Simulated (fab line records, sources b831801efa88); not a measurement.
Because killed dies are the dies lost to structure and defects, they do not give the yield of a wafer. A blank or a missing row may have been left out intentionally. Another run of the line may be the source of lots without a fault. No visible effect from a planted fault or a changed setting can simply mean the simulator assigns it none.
fab line records	flow sky130
[record] lots = 12	wafers = 36	last-day = 50
route steps=708 shown POLY_GATE@232 LDD_P@266 LDD_HVP@286 PAD_OPEN@708
lots untouched by any fault: they come from a run of this same line in which no faults occurred
start-h: start of the lot's first displayed wafer, in hours after the record's first day	wait-h: time in hours since the lot's previous step	" as in the row above	L1.1+2: one row covering several wafers at once	- either no value or no given start	* or withheld: withheld	< > ~ a bound
route shown NAME@n: NAME is a module with steps in the file, n the number in the route of the first one	usual: the fault-free wafers' mean and standard deviation	same: alike in all rows	chamber/n: place in a boat	sites: readings site by site	_std_site: the standard deviation of these	_edge_site: mean of outer sites minus mean of inner sites	radius-mm: how far each site lies from the wafer's centre	mask NAME#n: copy n	behind: the last tool/chamber to shape the wafer	hold: why the lot was held/for how many hours/how that ended	device: transistor that didn't switch, given as n, p or np	end of line: the tests these same wafers got at the end of their route	a step without rows: its recipe alone	killed: at the first sort, the dies lost to defects and structure; wafer yield is something else	map: a wafer's dies, x killed, . not, _ none there
set.NAME: the setting as run; set.NAME@STEP: as run at that earlier step	model.NAME: the simulator's own value behind a step, which no gauge read
one table for each step of the route and one row for each wafer, over a sample of lots
services: from which hour (start-h, from the record's first day; less than 0 if before it) a tool's chamber was out of use, for how many hours, and why
[[steps]]
[step SKY_POLY_GATE_STRIP_18]
[recipe] chemistry = O2/N2	power-w = 1400	pressure-mtorr = 1500	platen-temp-c = withheld	o2-flow-sccm = 3000	n2-flow-sccm = 300	overash-fraction = 0.5
[usual] drypump-motor-current-A = 5.56/0.13	oes-product-au = 0.362/0.0042	strip-time-to-endpoint-s = 3.19/0.031
lot.wafer	tool	chamber	start-h	wait-h	drypump-motor-current-A	oes-product-au	rf-hours-counter-h	strip-time-to-endpoint-s
L601.4	plasma-asher-02	1	387.06	0.1	5.63	0.366	-	3.23
L601.5	"	0	"	"	5.37	0.368	-	3.26
L601.6	"	1	"	"	5.60	0.361	-	3.23
L602.3	plasma-asher-04	0	398.16	0.1	5.68	0.357	-	3.12
L602.4	"	1	"	"	5.42	0.364	-	3.18
L602.5	"	0	"	"	5.70	0.354	-	3.13
L605.1	plasma-asher-03	1	416.71	0.0	5.68	0.365	68	3.16
L605.3	"	1	"	"	5.66	0.360	-	3.17
L605.6	"	0	"	"	5.64	0.358	-	3.17
L607.2	plasma-asher-02	1	429.77	0.0	5.59	0.354	61	3.15
L607.4	"	0	"	"	5.34	0.364	-	3.17
L607.6	"	1	"	"	5.58	0.358	-	3.13
L609.2	plasma-asher-04	0	442.41	0.0	5.66	0.364	33	3.21
L609.4	"	0	"	"	5.64	0.364	-	3.16
L609.5	"	1	"	"	5.40	0.366	-	3.17
L611.3	plasma-asher-04	1	463.50	0.1	5.43	0.362	-	3.18
L611.4	"	0	"	"	5.69	0.367	-	3.19
L611.5	"	1	"	"	5.41	0.364	-	3.20
L614.3	plasma-asher-04	0	488.80	0.1	5.68	0.356	-	3.18
L614.4	"	1	"	"	5.43	0.361	-	3.23
L614.5	"	1	"	"	5.41	0.364	-	3.19
L615.2	plasma-asher-02	0	495.98	0.0	5.37	0.361	67	3.21
L615.3	"	0	"	"	5.35	0.366	-	3.21
L615.6	"	1	"	"	5.59	0.358	-	3.21
L620.1	plasma-asher-03	1	542.88	0.0	5.68	0.363	12	3.19
L620.2	"	0	"	"	5.62	0.360	12	3.21
L620.4	"	1	"	"	5.71	0.363	-	3.21
L621.1	plasma-asher-03	0	553.12	0.0	5.66	0.359	13	3.20
L621.4	"	0	"	"	5.63	0.364	-	3.16
L621.5	"	1	"	"	5.71	0.362	-	3.17
L622.1	plasma-asher-04	0	557.98	0.0	5.69	0.364	44	3.24
L622.2	"	1	"	"	5.44	0.363	44	3.20
L622.4	"	1	"	"	5.41	0.360	-	3.17
L623.2	plasma-asher-04	0	566.86	0.0	5.68	0.364	45	3.16
L623.4	"	0	"	"	5.68	0.366	-	3.13
L623.5	"	0	"	"	5.68	0.360	-	3.18
[step SKY_POLY_GATE_CD_MEAS_22]
[usual] cd-nm = 149.5/2.2
lot.wafer	tool	chamber	start-h	wait-h	cd-nm
L601.4	cd-sem-01	-	389.53	0.1	148.2
L601.5	"	-	"	"	148.6
L601.6	"	-	"	"	150.4
L602.3	cd-sem-02	-	400.61	0.1	149.3
L602.4	"	-	"	"	147.5
L602.5	"	-	"	"	147.2
L605.1	cd-sem-02	-	419.44	0.1	149.9
L605.3	"	-	"	"	149.1
L605.6	"	-	"	"	149.6
L607.2	cd-sem-01	-	432.28	0.1	147.5
L607.4	"	-	"	"	148.7
L607.6	"	-	"	"	147.8
L609.2	cd-sem-02	-	445.93	0.1	145.2
L609.4	"	-	"	"	147.1
L609.5	"	-	"	"	142.4
L611.3	cd-sem-02	-	465.29	0.1	149.6
L611.4	"	-	"	"	150.0
L611.5	"	-	"	"	150.5
L614.3	cd-sem-02	-	490.28	0.1	148.7
L614.4	"	-	"	"	146.3
L614.5	"	-	"	"	149.4
L615.2	cd-sem-01	-	497.47	0.1	148.0
L615.3	"	-	"	"	147.1
L615.6	"	-	"	"	147.9
L620.1	cd-sem-01	-	545.19	0.1	145.2
L620.2	"	-	"	"	145.3
L620.4	"	-	"	"	150.9
L621.1	cd-sem-01	-	555.46	0.1	149.7
L621.4	"	-	"	"	146.9
L621.5	"	-	"	"	151.3
L622.1	cd-sem-01	-	560.91	0.1	153.1
L622.2	"	-	"	"	153.8
L622.4	"	-	"	"	148.6
L623.2	cd-sem-01	-	569.25	0.1	151.2
L623.4	"	-	"	"	149.5
L623.5	"	-	"	"	150.7
[step SKY_LDD_P_TW_MEAS_11]
[usual] LDD_P_TW = 638/6.7
lot.wafer	tool	chamber	start-h	wait-h	LDD_P_TW
L601.4	film-metro-02	-	452.31	0.1	632
L601.5	"	-	"	"	629
L601.6	"	-	"	"	631
L602.3	film-metro-02	-	463.42	0.1	628
L602.4	"	-	"	"	630
L602.5	"	-	"	"	627
L605.1	film-metro-04	-	482.60	0.1	644
L605.3	"	-	"	"	642
L605.6	"	-	"	"	641
L607.2	film-metro-04	-	494.96	0.1	643
L607.4	"	-	"	"	638
L607.6	"	-	"	"	642
L609.2	film-metro-04	-	509.34	0.1	641
L609.4	"	-	"	"	641
L609.5	"	-	"	"	642
L611.3	film-metro-04	-	529.09	0.1	636
L611.4	"	-	"	"	639
L611.5	"	-	"	"	638
L614.3	film-metro-04	-	555.47	0.1	645
L614.4	"	-	"	"	640
L614.5	"	-	"	"	643
L615.2	film-metro-02	-	560.04	0.1	626
L615.3	"	-	"	"	627
L615.6	"	-	"	"	629
L620.1	film-metro-04	-	606.07	0.1	639
L620.2	"	-	"	"	639
L620.4	"	-	"	"	642
L621.1	film-metro-04	-	614.60	0.1	638
L621.4	"	-	"	"	640
L621.5	"	-	"	"	639
L622.1	film-metro-02	-	620.49	0.1	641
L622.2	"	-	"	"	636
L622.4	"	-	"	"	638
L623.2	film-metro-01	-	628.68	0.1	644
L623.4	"	-	"	"	645
L623.5	"	-	"	"	642
[step SKY_LDD_HVP_IMPLANT_08]
[recipe] species = B	energy-kev = 20	dose-cm2 = 1.7e+13	tilt-deg = 17.9
[usual] beam-energy-keV = 19.999/0.0063	beam-on-s = 10.02/0.23	tilt-deg = 17.898/0.02
lot.wafer	tool	chamber	start-h	wait-h	beam-energy-keV	beam-on-s	tilt-deg
L601.4	implanter-04	0	514.44	0.1	19.988	9.85	17.953
L601.5	"	0	"	"	19.998	9.61	17.885
L601.6	"	0	"	"	20.004	9.88	17.935
L602.3	implanter-01	0	524.62	0.1	19.999	9.81	17.909
L602.4	"	0	"	"	19.997	10.44	17.880
L602.5	"	0	"	"	20.005	10.11	17.911
L605.1	implanter-01	0	544.01	0.0	20.015	9.90	17.900
L605.3	"	0	"	"	20.004	9.98	17.891
L605.6	"	0	"	"	20.012	9.89	17.921
L607.2	implanter-04	0	556.50	0.0	19.993	9.71	17.901
L607.4	"	0	"	"	19.990	9.94	17.864
L607.6	"	0	"	"	19.992	10.30	17.935
L609.2	implanter-01	0	569.28	0.0	20.007	10.03	17.897
L609.4	"	0	"	"	20.001	9.81	17.862
L609.5	"	0	"	"	20.000	10.11	17.889
L611.3	implanter-01	0	588.56	0.1	24.959	10.08	17.865
L611.4	"	0	"	"	24.953	9.96	17.904
L611.5	"	0	"	"	24.964	9.95	17.905
L614.3	implanter-01	0	613.20	0.1	24.956	10.39	17.919
L614.4	"	0	"	"	24.959	10.13	17.913
L614.5	"	0	"	"	24.955	9.38	17.898
L615.2	implanter-01	0	617.90	0.0	24.957	10.58	17.916
L615.3	"	0	"	"	24.958	9.93	17.941
L615.6	"	0	"	"	24.967	9.95	17.929
L620.1	implanter-03	0	663.92	0.0	20.005	10.17	17.897
L620.2	"	0	"	"	19.998	10.04	17.898
L620.4	"	0	"	"	19.997	10.26	17.879
L621.1	implanter-04	0	671.72	0.0	20.004	9.80	17.895
L621.4	"	0	"	"	20.011	10.06	17.892
L621.5	"	0	"	"	20.021	9.84	17.880
L622.1	implanter-01	0	676.71	0.0	19.997	9.98	17.893
L622.2	"	0	"	"	19.994	10.06	17.910
L622.4	"	0	"	"	20.000	10.31	17.930
L623.2	implanter-04	0	684.99	0.0	19.995	10.01	17.917
L623.4	"	0	"	"	20.002	10.05	17.898
L623.5	"	0	"	"	19.995	10.22	17.915
[step SKY_LDD_HVP_TW_MEAS_10]
[usual] LDD_HVP_TW = 460/4
lot.wafer	tool	chamber	start-h	wait-h	hold	LDD_HVP_TW
L601.4	film-metro-04	-	514.64	0.1	-	459
L601.5	"	-	"	"	-	460
L601.6	"	-	"	"	-	459
L602.3	film-metro-03	-	524.84	0.1	-	456
L602.4	"	-	"	"	-	458
L602.5	"	-	"	"	-	455
L605.1	film-metro-04	-	544.26	0.1	-	458
L605.3	"	-	"	"	-	457
L605.6	"	-	"	"	-	459
L607.2	film-metro-01	-	556.73	0.1	-	463
L607.4	"	-	"	"	-	462
L607.6	"	-	"	"	-	463
L609.2	film-metro-01	-	569.52	0.1	-	463
L609.4	"	-	"	"	-	463
L609.5	"	-	"	"	-	460
L611.3	film-metro-04	-	588.78	0.1	await-dispo/0.2h/release	482
L611.4	"	-	"	"	await-dispo/0.2h/release	482
L611.5	"	-	"	"	await-dispo/0.2h/release	481
L611.3	film-metro-04	-	589.01	0.2	-	479
L611.4	"	-	"	"	-	482
L611.5	"	-	"	"	-	481
L614.3	film-metro-04	-	613.42	0.1	await-dispo/0.2h/release	482
L614.4	"	-	"	"	await-dispo/0.2h/release	480
L614.5	"	-	"	"	await-dispo/0.2h/release	482
L614.3	film-metro-04	-	613.65	0.2	-	481
L614.4	"	-	"	"	-	483
L614.5	"	-	"	"	-	481
L615.2	film-metro-01	-	618.13	0.1	await-dispo/0.2h/release	484
L615.3	"	-	"	"	await-dispo/0.2h/release	482
L615.6	"	-	"	"	await-dispo/0.2h/release	483
L615.2	film-metro-01	-	618.36	0.2	-	483
L615.3	"	-	"	"	-	483
L615.6	"	-	"	"	-	485
L620.1	film-metro-04	-	664.17	0.1	-	464
L620.2	"	-	"	"	-	458
L620.4	"	-	"	"	-	460
L621.1	film-metro-04	-	671.97	0.1	-	459
L621.4	"	-	"	"	-	461
L621.5	"	-	"	"	-	459
L622.1	film-metro-01	-	676.96	0.1	-	464
L622.2	"	-	"	"	-	462
L622.4	"	-	"	"	-	464
L623.2	film-metro-03	-	685.22	0.1	-	450
L623.4	"	-	"	"	-	450
L623.5	"	-	"	"	-	450
[step SKY_PAD_OPEN_PROBE_99]
[usual] killed_at_M0_to_M3 = 43/6.5	killed_at_M4_up = 3.2/1.8	killed-at-contacts = 26/5.2	killed-at-front-end = 16/4.8	killed-at-other = 0.3/0.6	killed-dies = 89/9.6	killed-open = 48/7.1	killed-short = 40/6.4
[same] gross-dies = 492	killed-at-back-side = 0
lot.wafer	tool	chamber	start-h	wait-h	killed_at_M0_to_M3	killed_at_M4_up	killed-at-contacts	killed-at-front-end	killed-at-other	killed-dies	killed-open	killed-short
L601.4	prober-02	-	1089.39	0.2	44	3	19	14	0	80	44	36
L601.5	prober-02	-	1089.44	0.2	47	2	21	11	0	81	39	42
L601.6	prober-02	-	1089.49	0.2	47	2	25	16	0	90	54	36
L602.3	prober-02	-	1093.38	0.2	40	2	28	14	1	85	36	48
L602.4	prober-02	-	1093.43	0.2	40	1	34	20	0	95	54	41
L602.5	prober-02	-	1093.48	0.2	46	3	33	12	2	96	51	44
L605.1	prober-02	-	1109.15	0.1	44	8	27	22	1	102	46	52
L605.3	prober-02	-	1109.25	0.2	49	2	22	17	0	90	51	39
L605.6	prober-02	-	1109.40	0.2	48	3	23	15	1	90	40	49
L607.2	prober-02	-	1117.54	0.1	38	5	24	13	0	80	47	33
L607.4	prober-02	-	1117.64	0.2	41	4	21	20	1	87	43	43
L607.6	prober-02	-	1117.74	0.2	52	2	22	20	0	96	49	47
L609.2	prober-02	-	1126.61	0.1	36	5	23	10	0	74	40	34
L609.4	prober-02	-	1126.71	0.2	42	4	23	14	0	83	44	39
L609.5	prober-02	-	1126.76	0.2	35	4	18	14	1	72	39	32
L611.3	prober-02	-	1139.01	0.2	46	7	21	16	0	90	42	48
L611.4	prober-02	-	1139.06	0.2	43	6	24	26	0	99	51	45
L611.5	prober-02	-	1139.11	0.2	38	6	29	24	0	97	54	43
L614.3	prober-01	-	1154.16	0.2	55	4	32	11	0	102	56	46
L614.4	prober-01	-	1154.21	0.2	47	0	23	16	0	86	48	38
L614.5	prober-01	-	1154.26	0.2	44	1	16	11	0	72	39	32
L615.2	prober-02	-	1156.15	0.1	45	1	19	15	0	80	48	31
L615.3	prober-02	-	1156.20	0.2	60	5	20	16	0	101	55	44
L615.6	prober-02	-	1156.35	0.2	44	3	16	20	0	83	50	33
L620.1	prober-01	-	1182.96	0.1	52	3	22	12	1	90	51	39
L620.2	prober-01	-	1183.01	0.1	55	1	32	17	0	105	53	52
L620.4	prober-01	-	1183.11	0.2	52	3	24	15	0	94	57	37
L621.1	prober-02	-	1190.20	0.1	39	4	22	8	0	73	39	34
L621.4	prober-02	-	1190.35	0.2	31	4	24	11	0	70	39	31
L621.5	prober-02	-	1190.40	0.2	33	6	21	11	0	71	36	35
L622.1	prober-01	-	1192.10	0.1	48	4	22	21	0	95	52	43
L622.2	prober-01	-	1192.15	0.1	60	3	21	15	1	100	62	37
L622.4	prober-01	-	1192.25	0.2	42	3	31	22	1	99	60	38
L623.2	prober-02	-	1199.08	0.1	43	5	36	13	0	97	52	45
L623.4	prober-02	-	1199.18	0.2	39	2	25	16	0	82	40	42
L623.5	prober-02	-	1199.23	0.2	52	2	31	11	0	96	46	50
// killed by level:class
L601.4 CONTACT:geometric-particle:open=9 VIA1:geometric-particle:open=9 METAL1:geometric-particle:short=7 VIA2:geometric-particle:open=6 VIA3:geometric-particle:open=6 CONTACT:geometric-particle:short=5 VIA3:geometric-particle:short=4 VIA1:geometric-particle:short=4
L601.5 CONTACT:geometric-particle:open=9 FIELD_ISO:geometric-particle:short=7 VIA2:geometric-particle:open=7 VIA1:geometric-particle:open=6 VIA1:geometric-particle:short=6 VIA3:geometric-particle:short=6 VIA3:geometric-particle:open=6 LI_CONTACT:geometric-particle:open=5
L601.6 VIA1:geometric-particle:open=12 CONTACT:geometric-particle:open=11 LI_CONTACT:geometric-particle:open=8 VIA2:geometric-particle:open=8 VIA3:geometric-particle:open=7 POLY_GATE:geometric-particle:short=5 CONTACT:geometric-particle:short=5 FIELD_ISO:geometric-particle:short=4
L602.3 VIA1:geometric-particle:open=10 LI_CONTACT:geometric-particle:short=8 LI_CONTACT:geometric-particle:open=6 LOCAL_INTERCONNECT:geometric-particle:short=6 CONTACT:geometric-particle:open=5 VIA2:geometric-particle:open=5 FIELD_ISO:geometric-particle:short=4 METAL1:geometric-particle:short=4
L602.4 CONTACT:geometric-particle:open=13 VIA1:geometric-particle:open=10 LI_CONTACT:geometric-particle:open=9 LOCAL_INTERCONNECT:geometric-particle:short=7 METAL2:geometric-particle:short=7 FIELD_ISO:geometric-particle:open=6 VIA2:geometric-particle:open=6 POLY_GATE:geometric-particle:short=5
L602.5 VIA3:geometric-particle:open=12 CONTACT:geometric-particle:open=11 VIA1:geometric-particle:open=11 CONTACT:geometric-particle:short=10 VIA1:geometric-particle:short=6 LOCAL_INTERCONNECT:geometric-particle:short=5 POLY_GATE:geometric-particle:short=4 LI_CONTACT:geometric-particle:open=4
L605.1 VIA1:geometric-particle:open=9 VIA1:geometric-particle:short=9 POLY_GATE:geometric-particle:short=8 LI_CONTACT:geometric-particle:open=8 VIA3:geometric-particle:open=7 CONTACT:geometric-particle:open=5 CONTACT:geometric-particle:short=5 METAL1:geometric-particle:short=5
L605.3 VIA1:geometric-particle:open=11 VIA1:geometric-particle:short=10 VIA2:geometric-particle:open=7 VIA3:geometric-particle:open=7 LI_CONTACT:geometric-particle:open=6 CONTACT:geometric-particle:short=6 POLY_GATE:geometric-particle:short=5 METAL1:geometric-particle:short=4
L605.6 VIA1:geometric-particle:open=11 METAL1:geometric-particle:short=10 CONTACT:geometric-particle:open=7 LOCAL_INTERCONNECT:geometric-particle:short=6 METAL2:geometric-particle:short=6 VIA3:geometric-particle:open=5 METAL3:geometric-particle:short=5 FIELD_ISO:geometric-particle:short=4
L607.2 LI_CONTACT:geometric-particle:open=10 VIA3:geometric-particle:open=7 VIA1:geometric-particle:open=7 VIA2:geometric-particle:open=7 CONTACT:geometric-particle:open=6 VIA1:geometric-particle:short=6 FIELD_ISO:geometric-particle:open=5 METAL4:geometric-particle:short=5
L607.4 CONTACT:geometric-particle:open=9 METAL1:geometric-particle:short=8 LI_CONTACT:geometric-particle:open=7 VIA1:geometric-particle:short=6 VIA1:geometric-particle:open=6 VIA3:geometric-particle:open=6 FIELD_ISO:geometric-particle:short=5 VIA3:geometric-particle:short=5
L607.6 VIA1:geometric-particle:open=14 VIA3:geometric-particle:open=8 CONTACT:geometric-particle:open=8 FIELD_ISO:geometric-particle:short=6 METAL3:geometric-particle:short=5 FIELD_ISO:geometric-particle:open=4 POLY_GATE:geometric-particle:short=4 LOCAL_INTERCONNECT:geometric-particle:short=4
L609.2 VIA3:geometric-particle:open=9 CONTACT:geometric-particle:short=7 VIA2:geometric-particle:open=7 POLY_GATE:geometric-particle:short=6 LI_CONTACT:geometric-particle:open=6 VIA1:geometric-particle:open=6 METAL4:geometric-particle:short=5 CONTACT:geometric-particle:open=4
L609.4 CONTACT:geometric-particle:open=9 VIA1:geometric-particle:short=8 LI_CONTACT:geometric-particle:open=6 FIELD_ISO:geometric-particle:short=5 VIA1:geometric-particle:open=5 METAL2:geometric-particle:short=5 VIA2:geometric-particle:open=5 FIELD_ISO:geometric-particle:open=4
L609.5 VIA1:geometric-particle:open=11 VIA1:geometric-particle:short=9 FIELD_ISO:geometric-particle:open=6 LI_CONTACT:geometric-particle:open=6 VIA3:geometric-particle:open=5 LOCAL_INTERCONNECT:geometric-particle:short=4 CONTACT:geometric-particle:open=4 METAL2:geometric-particle:short=3
L611.3 LI_CONTACT:geometric-particle:open=10 VIA1:geometric-particle:open=8 VIA1:geometric-particle:short=7 VIA3:geometric-particle:short=6 METAL4:geometric-particle:short=6 METAL1:geometric-particle:short=6 CONTACT:geometric-particle:open=5 VIA3:geometric-particle:open=5
L611.4 VIA1:geometric-particle:open=12 CONTACT:geometric-particle:open=9 METAL2:geometric-particle:short=9 VIA2:geometric-particle:open=8 POLY_GATE:geometric-particle:short=6 LI_CONTACT:geometric-particle:open=6 POLY_GATE:geometric-particle:open=5 VIA1:geometric-particle:short=5
L611.5 CONTACT:geometric-particle:open=12 VIA1:geometric-particle:open=10 FIELD_ISO:geometric-particle:short=7 FIELD_ISO:geometric-particle:open=6 CONTACT:geometric-particle:short=6 VIA1:geometric-particle:short=6 LOCAL_INTERCONNECT:geometric-particle:short=5 POLY_GATE:geometric-particle:open=5
L614.3 VIA1:geometric-particle:open=13 CONTACT:geometric-particle:open=12 METAL1:geometric-particle:short=9 LOCAL_INTERCONNECT:geometric-particle:short=7 VIA1:geometric-particle:short=7 VIA3:geometric-particle:open=7 VIA2:geometric-particle:open=7 LI_CONTACT:geometric-particle:open=6
L614.4 LI_CONTACT:geometric-particle:open=11 VIA1:geometric-particle:open=7 VIA2:geometric-particle:open=7 CONTACT:geometric-particle:open=6 METAL1:geometric-particle:short=6 METAL2:geometric-particle:short=6 POLY_GATE:geometric-particle:short=5 VIA3:geometric-particle:open=5
L614.5 VIA3:geometric-particle:open=8 VIA1:geometric-particle:open=8 CONTACT:geometric-particle:open=7 LI_CONTACT:geometric-particle:open=4 METAL3:geometric-particle:short=4 CONTACT:geometric-particle:short=4 METAL1:geometric-particle:open=4 METAL1:geometric-particle:short=4
L615.2 VIA1:geometric-particle:open=19 FIELD_ISO:geometric-particle:short=8 VIA3:geometric-particle:open=8 CONTACT:geometric-particle:open=6 VIA1:geometric-particle:short=5 LI_CONTACT:geometric-particle:short=4 LI_CONTACT:geometric-particle:open=4 VIA2:geometric-particle:open=4
L615.3 VIA3:geometric-particle:open=14 VIA1:geometric-particle:open=12 CONTACT:geometric-particle:open=10 FIELD_ISO:geometric-particle:short=6 VIA3:geometric-particle:short=5 LI_CONTACT:geometric-particle:open=5 METAL1:geometric-particle:short=5 VIA1:geometric-particle:short=5
L615.6 VIA1:geometric-particle:open=10 VIA2:geometric-particle:open=8 FIELD_ISO:geometric-particle:open=6 CONTACT:geometric-particle:open=6 METAL1:geometric-particle:short=6 POLY_GATE:geometric-particle:open=5 VIA1:geometric-particle:short=5 VIA2:geometric-particle:short=5
L620.1 VIA1:geometric-particle:open=14 LI_CONTACT:geometric-particle:open=9 VIA2:geometric-particle:open=8 METAL1:geometric-particle:short=8 CONTACT:geometric-particle:open=7 VIA3:geometric-particle:open=7 FIELD_ISO:geometric-particle:short=6 LOCAL_INTERCONNECT:geometric-particle:short=5
L620.2 CONTACT:geometric-particle:open=14 VIA3:geometric-particle:open=12 METAL1:geometric-particle:short=10 LI_CONTACT:geometric-particle:open=7 METAL3:geometric-particle:short=6 FIELD_ISO:geometric-particle:short=5 VIA1:geometric-particle:open=5 LOCAL_INTERCONNECT:geometric-particle:short=5
L620.4 VIA3:geometric-particle:open=13 VIA1:geometric-particle:open=12 CONTACT:geometric-particle:open=8 VIA2:geometric-particle:open=7 LI_CONTACT:geometric-particle:open=6 LOCAL_INTERCONNECT:geometric-particle:short=6 METAL1:geometric-particle:short=6 FIELD_ISO:geometric-particle:open=5
L621.1 VIA1:geometric-particle:open=10 LI_CONTACT:geometric-particle:open=7 CONTACT:geometric-particle:open=7 METAL3:geometric-particle:short=6 VIA1:geometric-particle:short=5 VIA2:geometric-particle:short=4 FIELD_ISO:geometric-particle:short=3 CONTACT:geometric-particle:short=3
L621.4 VIA1:geometric-particle:open=7 LI_CONTACT:geometric-particle:open=7 CONTACT:geometric-particle:open=6 METAL2:geometric-particle:short=6 VIA3:geometric-particle:open=5 POLY_GATE:geometric-particle:open=4 LOCAL_INTERCONNECT:geometric-particle:short=4 CONTACT:geometric-particle:short=4
L621.5 VIA1:geometric-particle:open=8 CONTACT:geometric-particle:open=7 METAL2:geometric-particle:short=6 LI_CONTACT:geometric-particle:open=6 VIA1:geometric-particle:short=5 METAL4:geometric-particle:short=5 POLY_GATE:geometric-particle:short=4 LOCAL_INTERCONNECT:geometric-particle:short=4
L622.1 VIA1:geometric-particle:open=11 CONTACT:geometric-particle:open=9 POLY_GATE:geometric-particle:open=7 VIA3:geometric-particle:open=7 POLY_GATE:geometric-particle:short=5 LI_CONTACT:geometric-particle:open=5 VIA3:geometric-particle:short=5 VIA1:geometric-particle:short=5
L622.2 VIA1:geometric-particle:open=16 CONTACT:geometric-particle:open=10 METAL2:geometric-particle:short=10 VIA3:geometric-particle:open=10 VIA2:geometric-particle:open=8 METAL1:geometric-particle:short=6 VIA1:geometric-particle:short=6 POLY_GATE:geometric-particle:open=4
L622.4 CONTACT:geometric-particle:open=13 VIA1:geometric-particle:open=12 VIA2:geometric-particle:open=7 LI_CONTACT:geometric-particle:open=7 POLY_GATE:geometric-particle:short=6 METAL1:geometric-particle:short=6 FIELD_ISO:geometric-particle:open=5 FIELD_ISO:geometric-particle:short=5
L623.2 VIA1:geometric-particle:open=11 CONTACT:geometric-particle:open=10 LI_CONTACT:geometric-particle:open=7 CONTACT:geometric-particle:short=7 LI_CONTACT:geometric-particle:short=6 METAL2:geometric-particle:short=6 VIA2:geometric-particle:open=6 POLY_GATE:geometric-particle:open=5
L623.4 VIA1:geometric-particle:open=8 LI_CONTACT:geometric-particle:open=8 CONTACT:geometric-particle:short=7 POLY_GATE:geometric-particle:short=6 CONTACT:geometric-particle:open=6 METAL2:geometric-particle:short=5 VIA3:geometric-particle:open=5 METAL1:geometric-particle:short=4
L623.5 CONTACT:geometric-particle:open=11 VIA1:geometric-particle:open=10 LOCAL_INTERCONNECT:geometric-particle:short=8 METAL1:geometric-particle:short=8 VIA3:geometric-particle:open=7 METAL2:geometric-particle:short=6 LI_CONTACT:geometric-particle:open=5 VIA2:geometric-particle:open=5
[[services]]
tool	chamber	start-h	hours	kind
implanter-01	-	387.72	29.5	pm
plasma-asher-03	-	394.04	3.6	repair
plasma-asher-03	-	396.44	2.7	repair
implanter-03	-	417.24	4.7	pm
plasma-asher-03	-	421.25	9.0	pm
plasma-asher-03	0	421.25	9.0	vent-cycle
plasma-asher-03	1	421.25	9.0	vent-cycle
plasma-asher-03	0	430.25	-	clean
plasma-asher-03	1	430.25	-	clean
implanter-01	-	440.11	5.0	repair
plasma-asher-02	-	444.88	4.1	repair
plasma-asher-02	-	461.16	4.0	repair
implanter-04	-	498.40	3.6	pm
plasma-asher-04	-	507.72	1.7	repair
implanter-04	-	536.65	9.3	repair
plasma-asher-04	-	540.73	5.8	repair
plasma-asher-02	-	602.70	2.5	repair
implanter-03	-	626.55	3.4	pm
plasma-asher-04	-	652.06	2.8	pm
plasma-asher-03	-	659.67	0.4	repair
implanter-04	-	666.75	2.7	repair
[[key]]
[first-sign] step = SKY_LDD_HVP_IMPLANT_08	reading = beam-energy-keV	direction = up	sigmas = 99+	usual = *	struck = *
[effect] step = SKY_LDD_HVP_TW_MEAS_10	reading = visit	direction = added
[effect] step = SKY_LDD_HVP_TW_MEAS_10	reading = LDD_HVP_TW	direction = up	sigmas = 5.6	usual = 460	struck = 482
met-at SKY_LDD_HVP_IMPLANT_08
struck-lots L611,L614,L615
tester-left-out L611,L614,L615
not-acting-at SKY_POLY_GATE_STRIP_18,SKY_POLY_GATE_CD_MEAS_22,SKY_LDD_P_TW_MEAS_11
onset-between 569.28 588.56
[fault] kind = process-parameter-drift	tool = implanter-01	chamber = -	onset-h = 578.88	steps = SKY_LDD_HVP_IMPLANT_08	channel = energy-kev	offset = *	shape = step	end-h = 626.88	acts-in = *	stated = *
// tester-left-out: of these lots the tester's yield and bins aren't shown, on N5 and GAA mostly nor the transistor test; their killed dies are dies lost to structure and defects alone, not to doping, threshold or leakage, so they don't give the yield
